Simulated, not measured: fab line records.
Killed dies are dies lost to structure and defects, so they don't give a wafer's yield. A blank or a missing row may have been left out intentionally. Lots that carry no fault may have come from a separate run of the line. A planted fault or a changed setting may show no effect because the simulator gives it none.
A struck lot beside a sound one | flow sky130 | 16 out of 708 route steps
Sound: wafers L204.2, L204.3, L204.4. Struck: wafer L211.4. (L211.1, L211.6 of the same lot were not struck and are left out.) The cause comes at the end.
Each step with rows lists, per side, the tool, then ch with its chambers, then its first start. Under that, the readings that differ: sound wafers | struck wafers | difference of the means | sigmas: that difference in standard deviations of wafers without a fault.
alike: a reading whose means differ by less than 2 such deviations, as well as words and numbers matching on both sides. not compared: withheld readings; readings where some wafer has no value; bounds like >300 that might hide an equal value; numbers whose values overlap and for which the record gives no deviation.
Wherever a step has rows on one side only, a row that says differs or no value, or a row with sigmas, the two part there. Numbers that have no deviation but don't overlap get no sigmas and don't part them. A reading that every wafer of one side lacks parts them only if that side has two wafers or more.

first, 8 steps without rows for these wafers: SKY_METAL1_DEHYDRATE_07 (time 60 s); SKY_METAL1_HMDS_08 (prime time 60 s); SKY_METAL1_COAT_09 (resist thk 60 nm); SKY_METAL1_COAT_10 (resist thk 450 nm); SKY_METAL1_SOFTBAKE_11 (time 90 s); SKY_METAL1_EXPOSE_12 (exposes mask MM1, target cd 140 nm); SKY_METAL1_PEB_13; SKY_METAL1_DEVELOP_14 (develop time 60 s).
SKY_METAL1_CD_MEAS_15: target cd 140 nm.
  sound: cdSem-01 at day 33 23:13; struck: cdSem-02 at day 36 07:59
  alike: cdNm
SKY_METAL1_OVL_MEAS_16:
  sound: overlay-01 at day 33 23:19; struck: overlay-01 at day 36 08:06
  alike: METAL1_OVL
SKY_METAL1_DESCUM_17: chemistry O2, time 8 s.
  sound on rieMetal-02 ch 0,1, day 33 23:20; struck on rieMetal-02 ch 0, day 36 08:08
  alike: drypumpMotorCurrentA, oesProductAu
  not compared: rfHoursCounterH
SKY_METAL1_ETCH_18: etches BARC in N2/H2, stops on SiO2, time 45.9 s, target depth 60 nm.
  sound on rieMetal-02 ch 0,1, day 33 23:23; struck on rieMetal-02 ch 0, day 36 08:10
  alike: drypumpMotorCurrentA, oesProductAu, throttleValvePct
  not compared: rfHoursCounterH
SKY_METAL1_METAL_ETCH_19: etches the open film in Cl2/BCl3, stops on SiO2, target depth 360 nm, time 78 s.
  sound on rieMetal-02 ch 0,1, day 33 23:26; struck on rieMetal-02 ch 0, day 36 08:14
reading                                      | sound                | struck | difference | sigmas
throttleValvePct (%)                         | 22.276 22.274 22.260 | 22.251 | -0.019     | -2
model.KrF-thick_of_METAL1_COAT_10.thkNm (nm) | 167.8 160.7 164      | 221.8  | +57.6      | 
model.etch.depthNm (nm)                      | 358.5 356 355.4      | 341.6  | -15.0      | 
model.METAL1.featureDepthNm (nm)             | 358.5 356 355.4      | 341.6  | -15.0      | 
  alike: drypumpMotorCurrentA, oesProductAu
  not compared: rfHoursCounterH
SKY_METAL1_STRIP_20: strips in O2/N2.
  sound on plasmaAsher-04 ch 0,1, day 33 23:32; struck on plasmaAsher-01 ch 0, day 36 08:20
reading                  | sound             | struck | difference | sigmas
oesProductAu (a.u.)      | 0.352 0.342 0.349 | 0.372  | +0.024     | +5
stripTimeToEndpointS (s) | 2.80 2.72 2.76    | 3.38   | +0.62      | +17
  alike: drypumpMotorCurrentA
  not compared: rfHoursCounterH
then, 1 step without rows for these wafers: SKY_METAL1_STRIP_21 (strips in post etch residue remover, time 1200 s).
-- the record jumps here: 12 days lie between the struck wafers' starts before and after (it left off in module METAL1 and takes up again in module PAD_OPEN, whose first step shown is number 708 of the route) --
SKY_PAD_OPEN_PROBE_99:
  sound: prober-01 at day 46 19:21; struck: prober-01 at day 48 12:58
reading                 | sound          | struck | difference | sigmas
defectLimitedYield (%)  | 79.9 85.4 84.1 | 1.8    | -81.3      | -43
killed_at_M0_to_M3      | 46 35 46       | 450    | +408       | +59
killedDies              | 99 72 78       | 483    | +400       | +42
killedOnRim             | 24 18 13       | 96     | +78        | +19
sort_bin_5_function (%) | 11.2 8.7 8.5   | 91.3   | +81.8      | +58
sortNPass               | 393 420 414    | 9      | -400       | -42
sortYieldPct (%)        | 79.9 85.4 84.1 | 1.8    | -81.3      | -43
  alike: killed_at_M4_up, killedAtContacts, killedAtFrontEnd, killedAtOther, killedOpen, killedShort, sort_bin_3_pad_short, sort_bin_6_memory

## WHERE THEY PART
Last at SKY_PAD_OPEN_PROBE_99 as far as this record goes, first at SKY_METAL1_METAL_ETCH_19.

WHY: what had been put in by the simulator
rieMetal-02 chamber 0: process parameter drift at SKY_METAL1_METAL_ETCH_19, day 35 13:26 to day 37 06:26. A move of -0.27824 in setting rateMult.
